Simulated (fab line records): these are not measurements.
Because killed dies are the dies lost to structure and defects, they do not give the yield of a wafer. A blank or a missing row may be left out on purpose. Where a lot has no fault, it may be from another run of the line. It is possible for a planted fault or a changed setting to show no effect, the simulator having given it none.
One fault through the eyes of 2 desks	flow sky130	numbers are kept per desk, each desk with only its own; the story behind them comes last

THE TOOL OWNER'S DESK: pvdSputter-04
The tool's own readings at SKY_METAL4_SPUTTER_03 (material Ti, target thk 5 nm, time 3.3 s): means of the sampled wafers that have a number, for each lot that ran on this tool. A lot is out of limits, marked OUT, if its mean lies more than 4 standard deviations from the usual mean; the brackets give that distance.
Columns: A = throttleValvePct at SKY_METAL4_SPUTTER_03, usual 30.1 %
lot	first seen here	A
L258	day 41 09:40	30.7
L265	day 42 20:28	30.7
L266	day 42 21:43	30.8
This desk's verdict: no lot among the 3 shows anything out of limits.

AT THE METROLOGY DESK
Means of the sampled wafers that have a number, per lot and without regard to the tool the lot ran on: this is what the gauges read. A lot is out of limits, marked OUT, if its mean lies more than 4 standard deviations from the usual mean; the brackets give that distance.
Columns: A = VIA3_W_RS at SKY_VIA3_RS_MEAS_22, usual 0.296 ohm/sq; B = VIA3_W_THK at SKY_VIA3_THK_MEAS_23, usual 389 nm
lot	first seen here	A	B
L258	day 41 09:08	0.292	392
L265	day 42 19:55	0.289	397
L266	day 42 21:10	0.298	385
L268	day 43 16:31	0.293	393
L275	day 45 13:46	0.299	383
L277	day 45 22:29	0.296	387
This desk's verdict: no lot among the 6 shows anything out of limits.

PUT TOGETHER
The tool owner's desk saw nothing out of limits.
Nothing out of limits was seen by the metrology desk.

WHAT THE SIMULATOR HAD INSERTED
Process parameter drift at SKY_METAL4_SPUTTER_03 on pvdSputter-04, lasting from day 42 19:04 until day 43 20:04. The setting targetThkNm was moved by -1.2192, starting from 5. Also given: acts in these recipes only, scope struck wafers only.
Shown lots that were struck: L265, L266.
